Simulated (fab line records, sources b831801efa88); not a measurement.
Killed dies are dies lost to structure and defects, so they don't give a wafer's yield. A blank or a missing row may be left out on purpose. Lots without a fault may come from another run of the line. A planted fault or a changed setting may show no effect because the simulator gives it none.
A struck lot beside a sound one | flow sky130 | 16 steps out of a route of 708
Sound: wafers L177.1, L177.2, L177.5. Struck: wafers L186.2, L186.5, L186.6. The cause comes at the end.
At each step with rows: each side's tool, then ch and its chambers, then its first start. Under that, the readings that differ: sound wafers | struck wafers | difference of the means | sigmas: that difference in standard deviations of wafers without a fault.
alike: readings whose means differ by less than 2 such deviations, and words and numbers that are the same on both sides. not compared: withheld readings, readings that some wafer has no value for, bounds like >300 that may hide the same value, and numbers for which the record gives no deviation and whose values overlap.
The two part at a step that has a row with sigmas, a row that says differs or no value, or rows on one side only. Numbers that don't overlap but have no deviation are shown without sigmas and don't part them. A reading that every wafer of one side lacks parts them only if that side has two wafers or more.

SKY_GATE_OXIDE_TW_MEAS_14:
  sound on film_metro-02, day 15 17:34; struck on film_metro-02, day 18 19:35
  alike: GATE_OXIDE_TW
then, 3 steps without rows for these wafers: SKY_GATE_OXIDE_CLEAN_15 (cleans in SC1/SC2, time 150 s); SKY_GATE_OXIDE_OXIDATION_16 (stabilise 600 s, purge 300 s, target thk 3.57 nm); SKY_POLY_GATE_CVD_00 (deposits poly-Si, target thk 180 nm, time 720 s).
SKY_POLY_GATE_THK_MEAS_01:
  sound on film_metro-02, day 15 21:35; struck on film_metro-02, day 18 22:28
  reading                   | sound             | struck            | difference | sigmas
  POLY_GATE_CVD_00_THK (nm) | 176.2 178.0 177.4 | 179.8 180.7 181.3 | +3.4       | +2
then, 7 steps without rows for these wafers: SKY_RES_PROTECT_DEHYDRATE_00 (time 60 s); SKY_RES_PROTECT_HMDS_01 (prime time 60 s); SKY_RES_PROTECT_COAT_02 (resist thk 1140 nm); SKY_RES_PROTECT_SOFTBAKE_03 (time 60 s); SKY_RES_PROTECT_EXPOSE_04 (exposes mask RPM, target cd 1270 nm); SKY_RES_PROTECT_PEB_05; SKY_RES_PROTECT_DEVELOP_06 (develop time 60 s).
SKY_POLY_GATE_IMPLANT_02:
  sound on implanter-01 ch 0, day 17 01:28; struck on implanter-03 ch 0, day 20 05:42
  reading                          | sound                      | struck                     | difference | sigmas
  beam_on_s (s)                    | 33.3 34.0 32.8             | 42.7 42.2 42.3             | +9.0       | +5
  end_station_pressure_torr (Torr) | 1.15e-05 1.01e-05 1.12e-05 | 4.46e-05 4.14e-05 4.88e-05 | +3.40e-05  | +48
  faraday_current_uA               | 12692 12501 12909          | 10014 10131 10133          | -2608      | -4
SKY_RES_PROTECT_STRIP_07: strips in O2/N2.
  sound on plasma_asher-03 ch 0,1, day 17 01:37; struck on plasma_asher-02 ch 0,1, day 20 05:49
  reading                      | sound             | struck            | difference | sigmas
  strip_time_to_endpoint_s (s) | 23.43 23.42 23.36 | 23.89 23.87 23.86 | +0.47      | +10
  alike: drypump_motor_current_A, oes_product_au
  not compared: rf_hours_counter_h
SKY_RES_PROTECT_TW_MEAS_08:
  sound on film_metro-01, day 17 01:43; struck on film_metro-03, day 20 05:56
  alike: POLY_GATE_TW
-- the record jumps here: 29 days lie between the struck wafers' starts before and after (it left off in module RES_PROTECT and takes up again in module PAD_OPEN, whose first step shown is number 708 of the route) --
SKY_PAD_OPEN_PROBE_99:
  sound on prober-02, day 47 07:15; struck on prober-01, day 49 03:49
  reading                          | sound             | struck            | difference | sigmas
  killed_at_front_end              | 9 11 11           | 17 17 23          | +9         | +2
  model.etest.res_poly.line_ohm_um | 515.4 506.4 511.2 | 445.6 462.9 452.9 | -57.2      |
  model.etest.licon_poly.rc_ohm    | 151.3 161.6 156.4 | 132.6 134.6 128.9 | -24.4      |
  model.etest.res_poly.rs_ohm_sq   | 48.18 47.76 48.16 | 43.74 43.62 43.29 | -4.48      |
  alike: killed_at_M0_to_M3, killed_at_M4_up, killed_at_contacts, killed_at_other, killed_dies, killed_open, killed_short

WHERE THEY PART
First at SKY_POLY_GATE_THK_MEAS_01; last, within this record, at SKY_PAD_OPEN_PROBE_99.

WHY: what the simulator had put in
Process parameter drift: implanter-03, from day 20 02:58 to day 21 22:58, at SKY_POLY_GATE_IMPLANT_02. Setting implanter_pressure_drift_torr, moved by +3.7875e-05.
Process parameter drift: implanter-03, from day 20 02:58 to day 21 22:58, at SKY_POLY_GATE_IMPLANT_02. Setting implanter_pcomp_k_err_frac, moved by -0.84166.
